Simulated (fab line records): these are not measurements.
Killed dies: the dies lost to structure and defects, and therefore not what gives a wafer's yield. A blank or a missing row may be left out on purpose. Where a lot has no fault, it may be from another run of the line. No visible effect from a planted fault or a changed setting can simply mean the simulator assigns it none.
fab line records | flow sky130
record lots=5 | wafers=13 | last-day=50
route steps=708 shown SD_N@352 SALICIDE@361 LI_CONTACT@362 LOCAL_INTERCONNECT@387 PAD_OPEN@708
lots untouched by any fault: they come from a run of this same line in which no faults occurred
start-h: start of the lot's first displayed wafer, in hours after the record's first day | wait-h: time in hours since the lot's previous step | " same as the row above | L1.1+2: a single row standing in for several wafers | - no value present, or no start provided | * or withheld: withheld | < > ~ a bound
route shown NAME@n: a module of which the file shows steps, and the number in the route of the first | usual: average and standard deviation across the fault-free wafers | same: alike in all rows | chamber/n: place in a boat | sites: readings site by site | _std_site: standard deviation of those values | _edge_site: mean of outer sites minus mean of inner sites | radius-mm: how far each site lies from the wafer's centre | mask NAME#n: copy n | behind: the tool/chamber that last shaped the wafer | hold: why the lot was held/for how many hours/how that ended | device: whichever transistor did not switch (one of n, p or np) | end of line: tests of these same wafers at the route's end | where a step has no rows: the recipe by itself | killed: at the first sort, the dies lost to defects and structure; wafer yield is something else | map: a wafer's dies, x killed, . not, _ none there
set.NAME: the setting as run; set.NAME@STEP: as run at that earlier step | model.NAME: the simulator's own value behind a step, which no gauge read
certain route steps with their lots: each step a table, each wafer a row
services: the hour from which a tool's chamber was out of use, counted from the record's first day as start-h (under 0 if before that day), plus the number of hours and why
## steps
# step SKY_SD_N_IMPLANT_10
# recipe species=P | energy-kev=20 | dose-cm2=1e+14 | tilt-deg=0
# step SKY_SD_N_STRIP_11
# recipe chemistry=O2/N2 | power-w=1400 | pressure-mtorr=1500 | platen-temp-c=withheld | o2-flow-sccm=3000 | n2-flow-sccm=300 | overash-fraction=0.5
# step SKY_SD_N_CLEAN_13
# recipe chemistry=SC1/SC2 | mix=1:4:20 | temp-c=70 | time-s=150 | dry=n2-spin
# step SKY_SD_N_RTA_14
# recipe temp-c=1075 | time-s=2 | idle-temp-c=650 | ramp-up-c-per-s=150 | ramp-down-c-per-s=90 | ambient=N2
# step SKY_SALICIDE_CLEAN_00
# recipe chemistry=HF-last | time-s=30 | dilution=100:1 | dry=ipa-marangoni
# step SKY_LI_CONTACT_HDPCVD_00
# recipe material=PSG | target-thk-nm=930 | sigma-open-frac=0.3 | time-s=155 | temp-c=600 | sih4-flow-sccm=60 | pressure-mtorr=6
# step SKY_LI_CONTACT_CMP_02
# recipe material=PSG | down-force-psi=4 | platen-rpm=60 | pad-velocity-m-s=0.94248
# usual motor-current-A=12.5/1.5 | time-to-endpoint-s=30.9/2.3
lot.wafer | tool   | chamber | start-h | wait-h | motor-current-A | time-to-endpoint-s | model.PSG_of_LI_CONTACT_HDPCVD_00.thk-nm
L757.2    | cmp-02 | 0       | 666.56  | 0.0    | 12.2            | 29.8               | 597.3
L757.4    | "      | 1       | "       | "      | 13.7            | 25.0               | 596.4
L757.1    | "      | 2       | "       | "      | 13.0            | 29.9               | 596.2
L758.1    | cmp-02 | 1       | 680.29  | 0.1    | 13.1            | 13.7               | 745.4
L758.2    | "      | 3       | "       | "      | 13.5            | 32.3               | 597.8
L759.2    | cmp-02 | 0       | 687.56  | 0.0    | 12.2            | 30.0               | 597.1
L759.4    | "      | 1       | "       | "      | 12.9            | 33.4               | 596
L759.1    | "      | 3       | "       | "      | 13.4            | 18.1               | 745.8
L762.5    | cmp-02 | 2       | 706.01  | 0.2    | 13.0            | 29.1               | 596.5
L762.6    | "      | 3       | "       | "      | 14.4            | 17.7               | 745.9
L777.2    | cmp-01 | 2       | 816.79  | 0.0    | 13.2            | 31.6               | 597
L777.4    | "      | 1       | "       | "      | 9.5             | 30.8               | 598.3
L777.6    | "      | 2       | "       | "      | 13.5            | 29.5               | 597.7
# step SKY_LI_CONTACT_DEHYDRATE_04
# recipe temp-c=200 | time-s=60
# step SKY_LI_CONTACT_HMDS_05
# recipe prime-time-s=60 | prime-temp-c=120
# step SKY_LI_CONTACT_COAT_06
# recipe resist=BARC | temp-c=withheld | time-s=withheld | spin-rpm=3000 | resist-thk-nm=60
# step SKY_LI_CONTACT_COAT_07
# recipe resist=KrF-thick | spin-rpm=3000 | resist-thk-nm=450
# step SKY_LI_CONTACT_SOFTBAKE_08
# recipe temp-c=100 | time-s=90 | resist=KrF-thick
# step SKY_LI_CONTACT_EXPOSE_09
# recipe mask-id=LICM1 | na=0.8 | source-shape=annular | sigma-inner=0.55 | sigma-outer=0.85 | target-cd-nm=170 | dose-mj=38
# step SKY_LI_CONTACT_PEB_10
# recipe peb-temp-c=withheld | peb-time-s=withheld | resist=KrF-thick
# step SKY_LI_CONTACT_DEVELOP_11
# recipe develop-time-s=60 | resist=KrF-thick | dev-temp-c=21
# step SKY_LI_CONTACT_ETCH_14
# recipe chemistry=N2/H2 | target=BARC | ion-energy-ev=200 | source-w=500 | bias-w=100 | pressure-mtorr=30 | n2-flow-sccm=100 | h2-flow-sccm=200 | stop-on=SiO2 | time-s=45.9 | target-depth-a=600
# step SKY_LI_CONTACT_ETCH_15
# recipe target=PSG | chemistry=C4F8/O2/Ar | stop-on=Si | taper-deg=4.15 | mask-material=KrF-thick | source-w=1500 | bias-w=1200 | pressure-mtorr=40 | c4f8-flow-sccm=withheld | O2_flow_sccm=6 | Ar_flow_sccm=300 | time-s=withheld | target-depth-a=6000
# usual bias-w=1200/3.6 | oes-product-au=0.836/0.0046
lot.wafer | tool        | chamber | start-h | wait-h | bias-w | oes-product-au | model.etch.depth-nm | model.LI_CONTACT.feature-depth-nm
L757.1    | rie-diel-03 | 1       | 694.49  | 0.0    | 1202   | 0.833          | 596.2               | 596.2
L757.2    | "           | 2       | "       | "      | 1201   | 0.836          | 597.3               | 597.3
L757.4    | "           | 3       | "       | "      | 1199   | 0.835          | 596.4               | 596.4
L758.1    | rie-diel-04 | 1       | 708.89  | 0.0    | 1203   | 0.950          | 745.4               | 745.4
L758.2    | "           | 0       | "       | "      | 1203   | 0.837          | 597.8               | 597.8
L759.1    | rie-diel-03 | 3       | 715.83  | 0.0    | 1197   | 0.951          | 745.8               | 745.8
L759.2    | "           | 1       | "       | "      | 1204   | 0.828          | 597.1               | 597.1
L759.4    | "           | 2       | "       | "      | 1201   | 0.829          | 596                 | 596
L762.5    | rie-diel-02 | 1       | 733.84  | 0.0    | 1205   | 0.843          | 596.5               | 596.5
L762.6    | "           | 3       | "       | "      | 1203   | 0.950          | 745.9               | 745.9
L777.2    | rie-diel-03 | 3       | 843.90  | 0.0    | 1192   | 0.842          | 597                 | 597
L777.4    | "           | 1       | "       | "      | 1201   | 0.840          | 598.3               | 598.3
L777.6    | "           | 2       | "       | "      | 1197   | 0.834          | 597.7               | 597.7
# step SKY_LI_CONTACT_STRIP_16
# recipe chemistry=O2/N2 | power-w=1400 | pressure-mtorr=1500 | platen-temp-c=withheld | o2-flow-sccm=3000 | n2-flow-sccm=300 | overash-fraction=0.5
# step SKY_LI_CONTACT_CLEAN_17
# recipe chemistry=NMP | time-s=600 | temp-c=60 | dry=n2-spin
# step SKY_LI_CONTACT_PRE_CLEAN_18
# recipe gas=Ar | time-s=5.6 | bias-v=358
# step SKY_LI_CONTACT_SPUTTER_19
# recipe material=Ti | target-thk-nm=20 | chamber-pressure-pa=5 | power-w=2500 | substrate-temp-c=200 | time-s=106.37
# step SKY_LI_CONTACT_SPUTTER_20
# recipe material=TiN | target-thk-nm=20 | chamber-pressure-pa=5 | power-w=4000 | time-s=80
# step SKY_LI_CONTACT_CVD_21
# recipe material=W | target-thk-nm=400 | time-s=120.56 | temp-c=400 | pressure-torr=40
# step SKY_LI_CONTACT_CMP_24
# recipe stop-on=PSG | t-overpolish-s=20 | down-force-psi=3.5 | platen-rpm=60 | target-thk-nm=0 | pad-velocity-m-s=0.94248
# usual motor-current-A=11.5/1.3
lot.wafer | tool   | chamber | start-h | wait-h | motor-current-A | model.PSG_of_LI_CONTACT_HDPCVD_00.thk-nm
L757.2    | cmp-01 | 3       | 695.38  | 0.1    | 10.5            | 587.8
L757.1    | "      | 0       | "       | "      | 13.4            | 586.7
L757.4    | "      | 1       | "       | "      | 8.1             | 586.9
L758.1    | cmp-02 | 0       | 709.72  | 0.1    | 11.6            | 736
L758.2    | "      | 3       | "       | "      | 12.5            | 588.4
L759.1    | cmp-01 | 2       | 716.70  | 0.1    | 12.6            | 736.3
L759.2    | "      | 3       | "       | "      | 10.9            | 587.6
L759.4    | "      | 0       | "       | "      | 12.4            | 586.6
L762.6    | cmp-02 | 1       | 734.85  | 0.2    | 12.3            | 736.4
L762.5    | "      | 2       | "       | "      | 12.4            | 587
L777.2    | cmp-01 | 0       | 844.76  | 0.0    | 13.3            | 587.6
L777.4    | "      | 1       | "       | "      | 8.3             | 588.9
L777.6    | "      | 1       | "       | "      | 8.4             | 588.3
# step SKY_LOCAL_INTERCONNECT_SPUTTER_00
# recipe material=TiN | target-thk-nm=100 | temp-c=300 | power-w=6500 | time-s=83.3 | chamber-pressure-pa=0.4
# step SKY_PAD_OPEN_PROBE_99
# usual killed_at_M0_to_M3=43/7.7 | killed_at_M4_up=3.1/1.7 | killed-at-contacts=23/4.8 | killed-at-front-end=15/4.5 | killed-at-other=0.3/0.58 | killed-dies=85/10 | killed-open=46/7.5 | killed-short=38/6.5
# same gross-dies=492 | killed-at-back-side=0
lot.wafer | tool      | chamber | start-h | wait-h | killed_at_M0_to_M3 | killed_at_M4_up | killed-at-contacts | killed-at-front-end | killed-at-other | killed-dies | killed-open | killed-short | model.etest.licon-pdiff.rc-ohm | model.etest.nfet-g5v0d10v5.r-on-ohm-um | model.etest.nfet_01v8.r-on-ohm-um | model.etest.licon-high-po.rc-ohm | model.etest.licon-ndiff.rc-ohm | model.etest.sonos-uncharged.r-on-ohm-um | model.etest.cap-li-to-poly.c-af-um2 | model.etest.licon-poly.rc-ohm
L757.1    | prober-01 | -       | 1087.69 | 0.1    | 42                 | 5               | 21                 | 10                  | 0               | 78          | 47          | 31           | 583.8                          | 1842                                   | 825                               | 343.9                            | 181.9                          | 798.6                                   | 99.34                               | 147.7
L757.2    | prober-01 | -       | 1087.74 | 0.1    | 42                 | 0               | 26                 | 18                  | 0               | 86          | 46          | 40           | 598.9                          | 1888                                   | 859.3                             | 343.1                            | 185.2                          | 843.3                                   | 101.7                               | 148.2
L757.4    | prober-01 | -       | 1087.84 | 0.2    | 44                 | 4               | 29                 | 12                  | 0               | 89          | 52          | 36           | 552.5                          | 1871                                   | 853.3                             | 343.2                            | 184.6                          | 826.7                                   | 102.8                               | 152.3
L759.1    | prober-02 | -       | 1103.42 | 0.1    | 51                 | 5               | 19                 | 16                  | 1               | 92          | 44          | 48           | 682                            | 1963                                   | 861.2                             | 404.4                            | 222.9                          | 867.2                                   | 67.6                                | 171.8
L759.2    | prober-02 | -       | 1103.47 | 0.1    | 49                 | 2               | 22                 | 10                  | 0               | 83          | 45          | 38           | 560.3                          | 1910                                   | 807.8                             | 353.5                            | 183.2                          | 828.2                                   | 97.87                               | 157.2
L759.4    | prober-02 | -       | 1103.57 | 0.2    | 28                 | 2               | 19                 | 6                   | 0               | 55          | 26          | 29           | 583.4                          | 1906                                   | 828.8                             | 344.3                            | 186.6                          | 840.3                                   | 101.3                               | 153.6
L758.1    | prober-01 | -       | 1105.97 | 0.1    | 41                 | 2               | 29                 | 8                   | 0               | 80          | 45          | 35           | 680.1                          | 1976                                   | 895.6                             | 400.5                            | 220.8                          | 847.3                                   | 68.34                               | 173.3
L758.2    | prober-01 | -       | 1106.02 | 0.1    | 40                 | 2               | 23                 | 11                  | 0               | 76          | 42          | 33           | 586.3                          | 1922                                   | 842.3                             | 360.3                            | 182.9                          | 811.1                                   | 101.6                               | 153.4
L762.5    | prober-02 | -       | 1116.89 | 0.2    | 38                 | 4               | 24                 | 11                  | 0               | 77          | 46          | 31           | -                              | -                                      | -                                 | -                                | -                              | -                                       | -                                   | -
L762.6    | prober-02 | -       | 1116.94 | 0.2    | 35                 | 1               | 25                 | 15                  | 0               | 76          | 39          | 35           | -                              | -                                      | -                                 | -                                | -                              | -                                       | -                                   | -
L777.2    | prober-02 | -       | 1193.67 | 0.1    | 41                 | 6               | 29                 | 8                   | 0               | 84          | 52          | 32           | 593.8                          | 1891                                   | 826.4                             | 364.5                            | 185.7                          | 800.6                                   | 101.2                               | 154.4
L777.4    | prober-02 | -       | 1193.77 | 0.2    | 36                 | 5               | 33                 | 21                  | 0               | 95          | 46          | 49           | 578.2                          | 1878                                   | 806.8                             | 334.5                            | 184.7                          | 808.5                                   | 100.7                               | 147
L777.6    | prober-02 | -       | 1193.87 | 0.2    | 59                 | 6               | 22                 | 10                  | 1               | 98          | 53          | 44           | 577.4                          | 1873                                   | 799.9                             | 365.2                            | 180                            | 792.6                                   | 99.13                               | 152.3
# killed by level:class
L757.1 VIA1:geometric-particle:open=11 LI_CONTACT:geometric-particle:open=7 CONTACT:geometric-particle:open=6 METAL2:geometric-particle:short=5 VIA3:geometric-particle:open=5 VIA2:geometric-particle:open=5 VIA1:geometric-particle:short=4 FIELD_ISO:geometric-particle:short=3
L757.2 CONTACT:geometric-particle:open=11 VIA1:geometric-particle:open=10 VIA1:geometric-particle:short=7 METAL2:geometric-particle:short=6 VIA3:geometric-particle:open=6 POLY_GATE:geometric-particle:open=5 LI_CONTACT:geometric-particle:open=5 CONTACT:geometric-particle:short=5
L757.4 CONTACT:geometric-particle:open=13 VIA1:geometric-particle:open=9 VIA2:geometric-particle:open=9 LI_CONTACT:geometric-particle:open=5 CONTACT:geometric-particle:short=5 METAL1:geometric-particle:short=5 VIA1:geometric-particle:short=5 VIA3:geometric-particle:short=5
L759.1 VIA1:geometric-particle:open=14 VIA3:geometric-particle:open=7 VIA1:geometric-particle:short=7 LOCAL_INTERCONNECT:geometric-particle:short=6 FIELD_ISO:geometric-particle:short=5 LI_CONTACT:geometric-particle:open=5 METAL2:geometric-particle:short=5 VIA2:geometric-particle:open=5
L759.2 VIA1:geometric-particle:open=17 LI_CONTACT:geometric-particle:open=7 METAL1:geometric-particle:short=7 METAL3:geometric-particle:short=6 VIA3:geometric-particle:open=6 CONTACT:geometric-particle:open=5 METAL2:geometric-particle:short=5 LI_CONTACT:geometric-particle:short=4
L759.4 CONTACT:geometric-particle:open=8 METAL2:geometric-particle:short=5 LOCAL_INTERCONNECT:geometric-particle:short=5 VIA3:geometric-particle:open=5 METAL1:geometric-particle:short=4 VIA3:geometric-particle:short=4 FIELD_ISO:geometric-particle:short=3 LI_CONTACT:geometric-particle:open=3
L758.1 CONTACT:geometric-particle:open=9 VIA1:geometric-particle:open=8 CONTACT:geometric-particle:short=6 LI_CONTACT:geometric-particle:open=6 VIA3:geometric-particle:open=6 VIA2:geometric-particle:short=6 LOCAL_INTERCONNECT:geometric-particle:short=4 METAL1:geometric-particle:short=4
L758.2 CONTACT:geometric-particle:open=10 METAL2:geometric-particle:short=9 VIA3:geometric-particle:open=6 LI_CONTACT:geometric-particle:open=6 VIA2:geometric-particle:open=6 VIA1:geometric-particle:open=6 VIA1:geometric-particle:short=5 FIELD_ISO:geometric-particle:short=4
L762.5 CONTACT:geometric-particle:open=12 VIA1:geometric-particle:open=8 METAL1:geometric-particle:short=6 FIELD_ISO:geometric-particle:open=5 VIA3:geometric-particle:open=5 LI_CONTACT:geometric-particle:open=4 LOCAL_INTERCONNECT:geometric-particle:short=4 VIA2:geometric-particle:open=4
L762.6 LI_CONTACT:geometric-particle:open=10 VIA1:geometric-particle:open=8 CONTACT:geometric-particle:open=7 METAL2:geometric-particle:short=6 CONTACT:geometric-particle:short=5 METAL1:geometric-particle:short=5 VIA3:geometric-particle:short=5 FIELD_ISO:geometric-particle:short=4
L777.2 LI_CONTACT:geometric-particle:open=14 CONTACT:geometric-particle:open=8 METAL2:geometric-particle:short=8 VIA2:geometric-particle:open=8 VIA1:geometric-particle:open=6 VIA3:geometric-particle:open=4 CONTACT:geometric-particle:short=4 METAL1:geometric-particle:short=4
L777.4 CONTACT:geometric-particle:short=10 LI_CONTACT:geometric-particle:open=9 METAL2:geometric-particle:short=9 VIA1:geometric-particle:open=7 FIELD_ISO:geometric-particle:short=6 CONTACT:geometric-particle:open=6 VIA2:geometric-particle:open=6 FIELD_ISO:geometric-particle:open=5
L777.6 VIA1:geometric-particle:open=13 CONTACT:geometric-particle:open=10 METAL2:geometric-particle:short=10 VIA2:geometric-particle:open=9 VIA3:geometric-particle:open=7 LI_CONTACT:geometric-particle:open=6 METAL4:geometric-particle:short=5 VIA2:geometric-particle:short=4
## services
tool        | chamber | start-h | hours | kind
cmp-01      | -       | 643.44  | 5.8   | pm
rie-diel-02 | 0       | 645.13  | 132.0 | repair
rie-diel-02 | 2       | 653.38  | 5.6   | repair
cmp-01      | -       | 667.76  | 0.4   | repair
rie-diel-04 | 1       | 668.75  | 7.0   | repair
rie-diel-02 | 3       | 669.21  | 1.9   | repair
cmp-01      | -       | 676.05  | 0.6   | repair
rie-diel-03 | -       | 678.53  | 0.4   | repair
cmp-01      | -       | 680.53  | 0.2   | repair
cmp-01      | -       | 681.30  | 2.6   | repair
rie-diel-03 | 0       | 695.91  | 18.8  | repair
cmp-01      | -       | 706.03  | 0.3   | repair
cmp-01      | -       | 744.26  | 4.0   | pm
cmp-01      | -       | 748.26  | -     | consumable-replace:conditioner
cmp-01      | -       | 748.26  | -     | consumable-replace:pad
cmp-02      | -       | 754.58  | 13.4  | pm
rie-diel-04 | 0       | 759.84  | 5.6   | repair
cmp-01      | -       | 768.22  | 3.5   | pm
rie-diel-02 | 1       | 777.06  | 2.8   | repair
cmp-02      | -       | 779.32  | 2.6   | repair
cmp-01      | -       | 792.67  | 9.6   | pm
rie-diel-03 | 1       | 822.14  | 2.9   | repair
rie-diel-02 | -       | 829.29  | 2.8   | pm
rie-diel-03 | 1       | 830.01  | 5.3   | repair
## key
first-sign step=SKY_LI_CONTACT_CMP_02 | reading=time-to-endpoint-s | direction=down | sigmas=6.2 | usual=* | struck=*
effect step=SKY_LI_CONTACT_ETCH_15 | reading=oes-product-au | direction=up | sigmas=25 | usual=0.836 | struck=0.950
model-effect step=SKY_LI_CONTACT_CMP_02 | value=PSG_of_LI_CONTACT_HDPCVD_00.thk-nm | without=596.4 | struck=745.7
model-effect step=SKY_LI_CONTACT_ETCH_15 | value=etch.depth-nm | without=596.4 | struck=745.7
model-effect step=SKY_LI_CONTACT_CMP_24 | value=PSG_of_LI_CONTACT_HDPCVD_00.thk-nm | without=587 | struck=736.3
model-effect step=SKY_PAD_OPEN_PROBE_99 | value=etest.licon-pdiff.rc-ohm | without=586.4 | struck=681
met-at SKY_LI_CONTACT_CMP_02
struck-wafers L758.1,L759.1,L762.6
tester-left-out L758,L759,L762
onset-between 666.56 680.29
fault kind=process-parameter-drift | tool=cmp-02 | chamber=- | onset-h=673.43 | steps=SKY_LI_CONTACT_CMP_02 | channel=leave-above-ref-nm | offset=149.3 | shape=step | end-h=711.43 | scope=struck-wafers-only | acts-in=these-recipes-only | stated=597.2
# tester-left-out: of these lots the tester's yield and bins aren't shown, on N5 and GAA mostly nor the transistor test; their killed dies are dies lost to structure and defects alone, not to doping, threshold or leakage, so they don't give the yield
